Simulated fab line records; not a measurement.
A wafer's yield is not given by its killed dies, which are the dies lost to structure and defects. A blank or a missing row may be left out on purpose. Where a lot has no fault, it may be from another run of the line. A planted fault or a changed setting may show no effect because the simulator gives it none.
Lot-split experiment / flow sky130 / 5 lots, 23 wafers read, on a route of 708 steps

THE SPLIT ITSELF
At SKY_VIA2_SPUTTER_20 (material TiN, target thk 20 nm, time 80 s), the setting time-s was moved away from the recipe's 80 s on 5 of the 23 wafers read, by +5.7% to +14.2%. The other wafers ran this setting at the recipe's value.

The reading comes from the split's own step.

THE READING
TiN_of_VIA2_SPUTTER_20.thk-nm (the simulator's own value, which no gauge read), in nm, at SKY_VIA2_SPUTTER_20 (material TiN, target thk 20 nm, time 80 s). The file gives no usual value for it. Average 19.95 nm, standard deviation 0.17 nm, over the 18 wafers here run with the recipe.

wafer=L075.1; tool, chamber at the split=pvd-sputter-04, -; time-s as run, s=80; against the recipe=recipe; TiN_of_VIA2_SPUTTER_20.thk-nm, nm=20.03; against lot-mates on the recipe=-
wafer=L075.2; tool, chamber at the split=pvd-sputter-04, -; time-s as run, s=80; against the recipe=recipe; TiN_of_VIA2_SPUTTER_20.thk-nm, nm=19.78; against lot-mates on the recipe=-
wafer=L075.3; tool, chamber at the split=pvd-sputter-04, -; time-s as run, s=80; against the recipe=recipe; TiN_of_VIA2_SPUTTER_20.thk-nm, nm=20.08; against lot-mates on the recipe=-
wafer=L075.4; tool, chamber at the split=pvd-sputter-04, -; time-s as run, s=80; against the recipe=recipe; TiN_of_VIA2_SPUTTER_20.thk-nm, nm=19.94; against lot-mates on the recipe=-
wafer=L075.6; tool, chamber at the split=pvd-sputter-04, -; time-s as run, s=80; against the recipe=recipe; TiN_of_VIA2_SPUTTER_20.thk-nm, nm=19.84; against lot-mates on the recipe=-
wafer=L077.2; tool, chamber at the split=pvd-sputter-03, -; time-s as run, s=80; against the recipe=recipe; TiN_of_VIA2_SPUTTER_20.thk-nm, nm=20.16; against lot-mates on the recipe=-
wafer=L077.3; tool, chamber at the split=pvd-sputter-03, -; time-s as run, s=80; against the recipe=recipe; TiN_of_VIA2_SPUTTER_20.thk-nm, nm=20.08; against lot-mates on the recipe=-
wafer=L077.5; tool, chamber at the split=pvd-sputter-03, -; time-s as run, s=80; against the recipe=recipe; TiN_of_VIA2_SPUTTER_20.thk-nm, nm=20.07; against lot-mates on the recipe=-
wafer=L079.1; tool, chamber at the split=pvd-sputter-03, -; time-s as run, s=80; against the recipe=recipe; TiN_of_VIA2_SPUTTER_20.thk-nm, nm=19.66; against lot-mates on the recipe=-
wafer=L079.2; tool, chamber at the split=pvd-sputter-03, -; time-s as run, s=80; against the recipe=recipe; TiN_of_VIA2_SPUTTER_20.thk-nm, nm=19.92; against lot-mates on the recipe=-
wafer=L079.4; tool, chamber at the split=pvd-sputter-03, -; time-s as run, s=80; against the recipe=recipe; TiN_of_VIA2_SPUTTER_20.thk-nm, nm=19.78; against lot-mates on the recipe=-
wafer=L079.5; tool, chamber at the split=pvd-sputter-03, -; time-s as run, s=80; against the recipe=recipe; TiN_of_VIA2_SPUTTER_20.thk-nm, nm=19.96; against lot-mates on the recipe=-
wafer=L079.6; tool, chamber at the split=pvd-sputter-03, -; time-s as run, s=80; against the recipe=recipe; TiN_of_VIA2_SPUTTER_20.thk-nm, nm=19.6; against lot-mates on the recipe=-
wafer=L081.1; tool, chamber at the split=pvd-sputter-04, -; time-s as run, s=84.54; against the recipe=+5.7%; TiN_of_VIA2_SPUTTER_20.thk-nm, nm=21.42; against lot-mates on the recipe=+1.32
wafer=L081.4; tool, chamber at the split=pvd-sputter-04, -; time-s as run, s=84.54; against the recipe=+5.7%; TiN_of_VIA2_SPUTTER_20.thk-nm, nm=21.42; against lot-mates on the recipe=+1.32
wafer=L081.2; tool, chamber at the split=pvd-sputter-04, -; time-s as run, s=80; against the recipe=recipe; TiN_of_VIA2_SPUTTER_20.thk-nm, nm=19.92; against lot-mates on the recipe=-
wafer=L081.3; tool, chamber at the split=pvd-sputter-04, -; time-s as run, s=80; against the recipe=recipe; TiN_of_VIA2_SPUTTER_20.thk-nm, nm=20.29; against lot-mates on the recipe=-
wafer=L081.6; tool, chamber at the split=pvd-sputter-04, -; time-s as run, s=84.54; against the recipe=+5.7%; TiN_of_VIA2_SPUTTER_20.thk-nm, nm=21.14; against lot-mates on the recipe=+1.04
wafer=L085.1; tool, chamber at the split=pvd-sputter-03, -; time-s as run, s=80; against the recipe=recipe; TiN_of_VIA2_SPUTTER_20.thk-nm, nm=20.02; against lot-mates on the recipe=-
wafer=L085.2; tool, chamber at the split=pvd-sputter-03, -; time-s as run, s=80; against the recipe=recipe; TiN_of_VIA2_SPUTTER_20.thk-nm, nm=19.92; against lot-mates on the recipe=-
wafer=L085.4; tool, chamber at the split=pvd-sputter-03, -; time-s as run, s=91.37; against the recipe=+14.2%; TiN_of_VIA2_SPUTTER_20.thk-nm, nm=22.83; against lot-mates on the recipe=+2.84
wafer=L085.5; tool, chamber at the split=pvd-sputter-03, -; time-s as run, s=80; against the recipe=recipe; TiN_of_VIA2_SPUTTER_20.thk-nm, nm=20.04; against lot-mates on the recipe=-
wafer=L085.6; tool, chamber at the split=pvd-sputter-03, -; time-s as run, s=91.37; against the recipe=+14.2%; TiN_of_VIA2_SPUTTER_20.thk-nm, nm=22.98; against lot-mates on the recipe=+2.99

FIT RESULTS
A straight line over all 23 wafers: TiN_of_VIA2_SPUTTER_20.thk-nm changes by +0.213 nm for each +1% of time-s; r = +0.98; the points scatter about the line by 0.18 nm.
The same after taking each lot's own level away (the mean of its wafers on the recipe; 23 wafers): +0.206 nm for each +1%; r = +0.99; scatter 0.12 nm.
On that fit, the largest move of time-s shifts the reading by 2.9 nm.
Measured against the standard deviation above, the lots' own levels, which go from 19.784 to 20.105 nm, span 1.9 times it.
So the lot-to-lot level changes the slope little: the two slopes agree.
Check: +3.01 nm against its lot-mates is what the line predicts for one of the wafers moved furthest among these (+14.2%) when that wafer is left out of the fit. It came out at +2.84 nm against them.

OTHER SPLITS ON THESE WAFERS
These wafers also went through other splits before the reading. Each is held against what the fit with the lots' levels taken away leaves over:
other split on the same wafers=SKY_LI_CONTACT_SPUTTER_20 power-w; wafers away from the commonest value=7; r with TiN_of_VIA2_SPUTTER_20.thk-nm (lot level and that fit taken away)=+0.33
other split on the same wafers=SKY_CONTACT_SPUTTER_23 time-s; wafers away from the commonest value=6; r with TiN_of_VIA2_SPUTTER_20.thk-nm (lot level and that fit taken away)=-0.37
other split on the same wafers=SKY_METAL1_SPUTTER_01 power-w; wafers away from the commonest value=5; r with TiN_of_VIA2_SPUTTER_20.thk-nm (lot level and that fit taken away)=+0.14
other split on the same wafers=SKY_METAL1_METAL_ETCH_19 over-etch-frac; wafers away from the commonest value=10; r with TiN_of_VIA2_SPUTTER_20.thk-nm (lot level and that fit taken away)=-0.02
other split on the same wafers=SKY_VIA1_HDPCVD_00 sih4-flow-sccm; wafers away from the commonest value=10; r with TiN_of_VIA2_SPUTTER_20.thk-nm (lot level and that fit taken away)=-0.54
other split on the same wafers=SKY_VIA1_ETCH_15 time-s; wafers away from the commonest value=6; r with TiN_of_VIA2_SPUTTER_20.thk-nm (lot level and that fit taken away)=+0.21
other split on the same wafers=SKY_VIA1_CVD_21 pressure-torr; wafers away from the commonest value=18; r with TiN_of_VIA2_SPUTTER_20.thk-nm (lot level and that fit taken away)=-0.08
other split on the same wafers=SKY_METAL2_SPUTTER_04 time-s; wafers away from the commonest value=7; r with TiN_of_VIA2_SPUTTER_20.thk-nm (lot level and that fit taken away)=-0.06
other split on the same wafers=SKY_METAL2_METAL_ETCH_19 time-s; wafers away from the commonest value=7; r with TiN_of_VIA2_SPUTTER_20.thk-nm (lot level and that fit taken away)=+0.40
other split on the same wafers=SKY_VIA2_CMP_02 leave-above-ref-nm; wafers away from the commonest value=6; r with TiN_of_VIA2_SPUTTER_20.thk-nm (lot level and that fit taken away)=+0.06
other split on the same wafers=SKY_VIA2_ETCH_14 bias-w; wafers away from the commonest value=8; r with TiN_of_VIA2_SPUTTER_20.thk-nm (lot level and that fit taken away)=+0.16

THE FILE'S OWN FIT
TiN_of_VIA2_SPUTTER_20.thk-nm changes by +0.206 nm for each +1% of time-s, r = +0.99.
